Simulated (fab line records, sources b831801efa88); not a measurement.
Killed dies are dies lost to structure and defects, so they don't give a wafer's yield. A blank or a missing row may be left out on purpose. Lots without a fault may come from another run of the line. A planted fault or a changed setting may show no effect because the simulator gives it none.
Which tool did it? | flow sky130 | 10 lots, 29 wafers sampled, at 6 steps of a route of 708

WHAT THE GAUGES READ, wafer by wafer
SKY_CAPM_RS_MEAS_03: measures by four-point-probe. Usual: CAPM_TIN_RS 6.91 ohm/sq, standard deviation 0.071.
lot  | measured     | on            | CAPM_TIN_RS (ohm/sq) | flag
L962 | day 36 09:23 | film_metro-03 | 6.88 6.91 6.83       |
L963 | day 37 02:17 | film_metro-02 | 6.94 6.83 6.91       |
L964 | day 37 05:20 | film_metro-02 | 6.87 6.89 6.95       |
L970 | day 38 20:56 | film_metro-02 | 7.41 7.28            | OFF
L972 | day 39 12:41 | film_metro-02 | 7.21 7.13 7.26       | OFF
L973 | day 39 20:02 | film_metro-03 | 7.22 7.35 7.27       | OFF
L975 | day 40 20:57 | film_metro-04 | 6.93 6.97 6.94       |
L979 | day 41 17:27 | film_metro-03 | 6.96 7.04 7.01       |
L981 | day 42 09:32 | film_metro-02 | 6.89 6.89 6.95       |
L982 | day 42 14:46 | film_metro-04 | 6.78 6.69 6.80       |

SKY_CAPM_THK_MEAS_04: measures by xrf. Usual: CAPM_TIN_THK 200.0 nm, standard deviation 2.3.
lot  | measured     | on            | CAPM_TIN_THK (nm) | flag
L962 | day 36 09:30 | film_metro-03 | 200.2 200.0 202.1 |
L963 | day 37 02:23 | film_metro-02 | 198.8 201.8 199.5 |
L964 | day 37 05:26 | film_metro-02 | 200.8 201.1 199.8 |
L970 | day 38 21:01 | film_metro-02 | 185.2 189.5       | OFF
L972 | day 39 12:47 | film_metro-02 | 192.3 194.0 190.9 | OFF
L973 | day 39 20:10 | film_metro-03 | 190.6 188.5 190.8 | OFF
L975 | day 40 21:04 | film_metro-04 | 202.0 200.2 200.8 |
L979 | day 41 17:34 | film_metro-03 | 198.3 196.3 196.2 |
L981 | day 42 09:38 | film_metro-02 | 200.4 200.8 198.1 |
L982 | day 42 14:53 | film_metro-04 | 206.4 208.5 204.2 |

WHICH TOOL RAN EACH LOT (tool, then ch and the chambers of the sampled wafers, then the start)
lot  | SKY_VIA1_SPUTTER_20          | SKY_METAL2_SPUTTER_04        | SKY_VIA2_CMP_02               | SKY_CAPM_SPUTTER_02
L962 | pvd_sputter-02, day 34 00:43 | pvd_sputter-04, day 34 01:26 | cmp-01 ch 2,3, day 35 05:28   | pvd_sputter-04, day 36 09:16
L963 | pvd_sputter-04, day 34 17:26 | pvd_sputter-04, day 34 18:10 | cmp-02 ch 2,3, day 35 22:03   | pvd_sputter-03, day 37 02:08
L964 | pvd_sputter-03, day 34 20:53 | pvd_sputter-04, day 34 21:37 | cmp-02 ch 0,2, day 36 01:34   | pvd_sputter-03, day 37 05:12
L970 | pvd_sputter-02, day 36 13:34 | pvd_sputter-02, day 36 14:22 | cmp-02 ch 0,3, day 37 17:26   | pvd_sputter-04, day 38 20:49
L972 | pvd_sputter-04, day 37 04:59 | pvd_sputter-04, day 37 05:43 | cmp-01 ch 0,3, day 38 09:14   | pvd_sputter-04, day 39 12:31
L973 | pvd_sputter-04, day 37 13:10 | pvd_sputter-02, day 37 13:53 | cmp-01 ch 0,1,3, day 38 16:37 | pvd_sputter-04, day 39 19:56
L975 | pvd_sputter-04, day 38 14:10 | pvd_sputter-04, day 38 14:53 | cmp-01 ch 0,1,3, day 39 17:19 | pvd_sputter-03, day 40 20:50
L979 | pvd_sputter-02, day 39 11:40 | pvd_sputter-02, day 39 12:40 | cmp-01 ch 0,1, day 40 14:49   | pvd_sputter-03, day 41 17:19
L981 | pvd_sputter-02, day 40 04:58 | pvd_sputter-04, day 40 05:41 | cmp-01 ch 0,2,3, day 41 07:30 | pvd_sputter-04, day 42 09:23
L982 | pvd_sputter-02, day 40 10:26 | pvd_sputter-01, day 40 11:10 | cmp-02 ch 0,1,3, day 41 13:15 | pvd_sputter-04, day 42 14:39
- SKY_VIA1_SPUTTER_20: material TiN, target thk 20 nm, time 80 s.
- SKY_METAL2_SPUTTER_04: material TiN, target thk 70 nm, time 58.3 s.
- SKY_VIA2_CMP_02: polishes SiO2.
- SKY_CAPM_SPUTTER_02: material TiN, target thk 200 nm, time 166.7 s.

WHAT THE TOOLS THEMSELVES READ (means of the sampled wafers that have a number; where no wafer has one, the mark that the record gives instead)
SKY_VIA1_SPUTTER_20. Usual: cathode_dc_power_W 4000.0 W, standard deviation 0.84; throttle_valve_pct 30.0 %, standard deviation 0.95.
lot  | tool           | cathode_dc_power_W (W) | throttle_valve_pct (%) | flag
L962 | pvd_sputter-02 | 4000.2                 | 29.4                   |
L963 | pvd_sputter-04 | 4000.2                 | 30.4                   |
L964 | pvd_sputter-03 | 3999.8                 | 30.5                   |
L970 | pvd_sputter-02 | 4000.1                 | 30.4                   |
L972 | pvd_sputter-04 | 3999.5                 | 30.2                   |
L973 | pvd_sputter-04 | 4000.2                 | 30.3                   |
L975 | pvd_sputter-04 | 3999.6                 | 30.3                   |
L979 | pvd_sputter-02 | 4000.2                 | 29.6                   |
L981 | pvd_sputter-02 | 4000.5                 | 29.8                   |
L982 | pvd_sputter-02 | 4000.9                 | 28.8                   |

SKY_METAL2_SPUTTER_04. Usual: cathode_dc_power_W 6500.1 W, standard deviation 1.2; throttle_valve_pct 29.8 %, standard deviation 0.92.
lot  | tool           | cathode_dc_power_W (W) | throttle_valve_pct (%) | flag
L962 | pvd_sputter-04 | 6499.7                 | 30.3                   |
L963 | pvd_sputter-04 | 6499.2                 | 30.2                   |
L964 | pvd_sputter-04 | 6501.3                 | 29.9                   |
L970 | pvd_sputter-02 | 6499.7                 | 29.1                   |
L972 | pvd_sputter-04 | 6498.8                 | 30.6                   |
L973 | pvd_sputter-02 | 6500.1                 | 28.8                   |
L975 | pvd_sputter-04 | 6499.7                 | 30.5                   |
L979 | pvd_sputter-02 | 6500.0                 | 28.6                   |
L981 | pvd_sputter-04 | 6499.2                 | 30.7                   |
L982 | pvd_sputter-01 | 6499.9                 | 28.8                   |

SKY_VIA2_CMP_02. Usual: motor_current_A 13.0 A, standard deviation 1.3.
lot  | tool   | motor_current_A (A) | flag
L962 | cmp-01 | 12.9                |
L963 | cmp-02 | 14.8                |
L964 | cmp-02 | 14.3                |
L970 | cmp-02 | 14.4                |
L972 | cmp-01 | 11.8                |
L973 | cmp-01 | 12.1                |
L975 | cmp-01 | 12.1                |
L979 | cmp-01 | 12.0                |
L981 | cmp-01 | 12.2                |
L982 | cmp-02 | 14.2                |

SKY_CAPM_SPUTTER_02. Usual: cathode_dc_power_W 6500.1 W, standard deviation 1.3; throttle_valve_pct 30.4 %, standard deviation 0.5.
lot  | tool           | cathode_dc_power_W (W) | throttle_valve_pct (%) | flag
L962 | pvd_sputter-04 | 6499.3                 | 30.1                   |
L963 | pvd_sputter-03 | 6499.5                 | 30.5                   |
L964 | pvd_sputter-03 | 6499.5                 | 30.5                   |
L970 | pvd_sputter-04 | 6204.9                 | 30.5                   | OFF
L972 | pvd_sputter-04 | 6202.6                 | 30.3                   | OFF
L973 | pvd_sputter-04 | 6203.7                 | 30.6                   | OFF
L975 | pvd_sputter-03 | 6501.0                 | 30.5                   |
L979 | pvd_sputter-03 | 6500.3                 | 30.6                   |
L981 | pvd_sputter-04 | 6501.6                 | 30.3                   |
L982 | pvd_sputter-04 | 6500.2                 | 30.6                   |

THE ANSWER, worked out from the rows above alone
Rule: a lot is off if the mean of its wafers that have a number lies more than 3 standard deviations from the usual mean. A lot without any number at a reading at which 4 lots or more have one is off too. The other lots that the step has rows for count as sound. The gauges are gone through in route order, then the tools' own readings, and for those a lot's mean is taken as printed above. The first step at which some lot is off is used, and at that step the reading that is off furthest; a lot without a number counts as furthest.
Off: L970, L972, L973, at SKY_CAPM_RS_MEAS_03 (CAPM_TIN_RS).
A tool fits if, at a process step before that reading, it ran every lot that is off, and no sound lot after the first of them. The gauges at SKY_CAPM_RS_MEAS_03 aren't tried: what is off there is off at SKY_CAPM_SPUTTER_02 too, on other tools, and a gauge's error can't cause that. None of those tried fits.

WHAT THE SIMULATOR HAD PUT IN
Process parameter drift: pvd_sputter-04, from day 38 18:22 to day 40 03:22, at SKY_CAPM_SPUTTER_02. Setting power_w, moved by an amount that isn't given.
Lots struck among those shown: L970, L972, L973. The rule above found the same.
